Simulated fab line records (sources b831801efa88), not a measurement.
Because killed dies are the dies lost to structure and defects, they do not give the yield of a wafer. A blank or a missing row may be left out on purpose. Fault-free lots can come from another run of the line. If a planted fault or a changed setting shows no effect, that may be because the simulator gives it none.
Matching of chambers    flow sky130    SKY_VIA3_ETCH_14 on rie diel-03 has 4 sister chambers
The step etches BARC in N2/H2, stops on SiO2, time 45.9 s, target depth 60 nm. 4 wafers are shown with their chamber, then 7 later ones without.

## WAFERS WITH THEIR CHAMBER
wafer   chamber  drypump motor current A (A)
L086.4  3        6.1
L086.5  2        4.8
L089.1  0        4.8
L089.2  1        5.5

## WAFERS WITH NO CHAMBER GIVEN
wafer   drypump motor current A (A)
L089.5  5.4
L090.1  6.1
L090.5  5.4
L090.6  4.8
L095.2  5.5
L095.3  4.8
L095.4  4.8

## CHAMBER TAKEN BY EACH
wafer   from the rows above      in truth
L089.5  1                        1
L090.1  3                        3
L090.5  1                        1
L090.6  can't be placed: 0 or 2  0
L095.2  1                        1
L095.3  can't be placed: 0 or 2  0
L095.4  can't be placed: 0 or 2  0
Correctly placed: 4 of 7. These rows do not allow placing 3 (true chamber among the candidates in 3). Wrongly placed: 0.
How it was worked out, from the rows above alone: a wafer's distance from a chamber is the root of the sum, over the readings, of the square of ((its reading less the chamber's mean) divided by the reading's scatter). If the next closest chamber is less than 2 further off than the closest, the wafer can't be placed; otherwise it belongs to the closest. For every chamber, the mean is computed from those of its wafers that are shown. The scatter: root of mean squared gap, hidden wafer to nearest shown wafer, with one shown wafer a chamber.
